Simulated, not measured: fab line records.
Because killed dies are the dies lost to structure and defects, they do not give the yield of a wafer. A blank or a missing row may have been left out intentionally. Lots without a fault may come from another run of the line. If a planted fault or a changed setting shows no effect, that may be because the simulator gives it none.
Comparing a struck lot with a sound one + flow sky130 + 41 steps out of a route of 708
Sound: the wafers L495.1, L495.3, L495.6. The struck wafers were L500.3, L500.4, L500.6. The cause is given at the end.
Each step with rows lists, per side, the tool, then ch with its chambers, then its first start. Under that, the readings that differ: sound wafers + struck wafers + difference of the means + sigmas: that difference in standard deviations of wafers without a fault.
alike: a reading whose means differ by less than 2 such deviations, as well as words and numbers matching on both sides. not compared: withheld readings; readings where some wafer has no value; bounds like >300 that might hide an equal value; numbers whose values overlap and for which the record gives no deviation.
A row with sigmas, a row that says differs or no value, or rows on one side alone: a step with any of these is where the two part. When numbers do not overlap yet have no deviation, they are printed without sigmas and do not part them. A reading missing from all wafers of one side parts the sides only when that side holds two or more wafers.

first, 7 steps without rows for these wafers: SKY_METAL5_DEHYDRATE_07 (time 60 s); SKY_METAL5_HMDS_08 (prime time 60 s); SKY_METAL5_COAT_09 (resist thk 1800 nm); SKY_METAL5_SOFTBAKE_10 (time 60 s); SKY_METAL5_EXPOSE_11 (exposes mask MM5, target cd 1600 nm); SKY_METAL5_PEB_12; SKY_METAL5_DEVELOP_13 (develop time 60 s).
SKY_METAL5_DESCUM_14: chemistry O2, time 11 s.
  sound on rie metal-04 ch 0,1, day 47 05:56; struck on rie metal-03 ch 0,1, day 48 04:55
  alike: drypump motor current A, he backside leak sccm, oes product au
  not compared: rf hours counter h
SKY_METAL5_METAL_ETCH_15: etches the open film in Cl2/BCl3, stops on SiO2, target depth 1260 nm, time 252 s.
  sound on rie metal-04 ch 0,1, day 47 05:59; struck on rie metal-03 ch 0,1, day 48 05:01
  alike: drypump motor current A, he backside leak sccm, oes product au, throttle valve pct
  not compared: rf hours counter h
then, 3 steps without rows for these wafers: SKY_METAL5_STRIP_16 (strips in O2/N2); SKY_METAL5_STRIP_17 (strips in post etch residue remover, time 1200 s); SKY_METAL5_CLEAN_18 (cleans in IPA, time 180 s).
SKY_METAL5_CLEAN_19: cleans in O3/DIW.
  sound on wet bench-04 ch 0, day 47 06:43; struck on wet bench-04 ch 1, day 48 05:40
SKY_PASSIVATION_CVD_00: deposits SiO2, target thk 90 nm.
  sound on pecvd-02 ch 1,2, day 47 06:49; struck on pecvd-01 ch 0,1, day 48 05:46
  alike: heater power w
SKY_PASSIVATION_THK_MEAS_01:
  sound on film metro-01, day 47 06:50; struck on film metro-02, day 48 05:48
  alike: PASSIVATION_CVD_00_THK
then, 1 step without rows for these wafers: SKY_PASSIVATION_CVD_02 (deposits Si3N4, target thk 540 nm).
SKY_PASSIVATION_THK_MEAS_03:
  sound on film metro-01, day 47 07:13; struck on film metro-04, day 48 06:05
  alike: PASSIVATION_CVD_02_THK
then, 7 steps without rows for these wafers: SKY_PASSIVATION_DEHYDRATE_04 (time 60 s); SKY_PASSIVATION_HMDS_05 (prime time 60 s); SKY_PASSIVATION_COAT_06 (resist thk 3000 nm); SKY_PASSIVATION_SOFTBAKE_07; SKY_PASSIVATION_EXPOSE_08 (exposes mask NSM, target cd 3000 nm); SKY_PASSIVATION_PEB_09; SKY_PASSIVATION_DEVELOP_10 (develop time 60 s).
SKY_PASSIVATION_ETCH_11: etches the open film in CF4/O2, stops on AlCu, target depth 725 nm, time 161.1 s.
  sound on rie diel-01 ch 0,1,2, day 48 03:13; struck on rie diel-01 ch 1,3, day 49 00:04
  alike: drypump motor current A, oes product au, throttle valve pct
  not compared: rf hours counter h
then, 8 steps without rows for these wafers: SKY_PASSIVATION_STRIP_12 (strips in O2/N2); SKY_PAD_OPEN_DEHYDRATE_00 (time 60 s); SKY_PAD_OPEN_HMDS_01 (prime time 60 s); SKY_PAD_OPEN_COAT_02 (resist thk 3000 nm); SKY_PAD_OPEN_SOFTBAKE_03; SKY_PAD_OPEN_EXPOSE_04 (exposes mask PDM, target cd 60000 nm); SKY_PAD_OPEN_PEB_05; SKY_PAD_OPEN_DEVELOP_06 (develop time 62.92 s).
SKY_PAD_OPEN_ETCH_07: etches the open film in CF4/O2, stops on AlCu, target depth 725 nm, time 161.1 s.
  sound on rie diel-02 ch 0,2,3, day 48 21:52; struck on rie diel-04 ch 0,1,2, day 49 17:05
  alike: drypump motor current A, oes product au, throttle valve pct
  not compared: rf hours counter h
then, 5 steps without rows for these wafers: SKY_PAD_OPEN_STRIP_08 (strips in O2/N2); SKY_PAD_OPEN_STRIP_09 (strips in post etch residue remover, time 1200 s); SKY_PAD_OPEN_CLEAN_10 (cleans in IPA, time 180 s); SKY_PAD_OPEN_CLEAN_11 (cleans in O3/DIW); SKY_PAD_OPEN_ANNEAL_12.
SKY_PAD_OPEN_BOW_MEAS_13:
  sound on film metro-04, day 49 00:04; struck on film metro-03, day 49 19:19
  alike: PAD_OPEN_BOW
SKY_PAD_OPEN_PROBE_99:
  sound on prober-02, day 49 00:11; struck on prober-01, day 49 19:30
| reading                               | sound               | struck                                                                     | difference                   | sigmas |
|---------------------------------------|---------------------|----------------------------------------------------------------------------|------------------------------|--------|
| hold                                  | - - -               | await dispo/5.0h/release await dispo/5.0h/release await dispo/5.0h/release | no value on the sound wafers |        |
| killed_at_M4_up                       | 3 2 3               | 18 22 19                                                                   | +17                          | +10    |
| killed on rim                         | 14 21 18            | 32 23 22                                                                   | +8                           | +2     |
| model.etest.tester.sort_bin_3_pct (%) | 0.813 0.6098 0.6098 | 1.423 1.016 1.423                                                          | +0.610                       |        |
  alike: defect limited yield, killed_at_M0_to_M3, killed at contacts, killed at front end, killed at other, killed dies, killed open, killed short, sort_bin_3_pad_short, sort_bin_5_function, sort_bin_6_memory, sort n pass, sort yield pct
  not compared: model.etest.tester.sort n pass, model.etest.tester.sort yield pct, model.etest.tester.sort_bin_5_pct

## WHERE THEY PART
At SKY_PAD_OPEN_PROBE_99 and nowhere else, as far as this record goes.

WHY: what had been put in by the simulator
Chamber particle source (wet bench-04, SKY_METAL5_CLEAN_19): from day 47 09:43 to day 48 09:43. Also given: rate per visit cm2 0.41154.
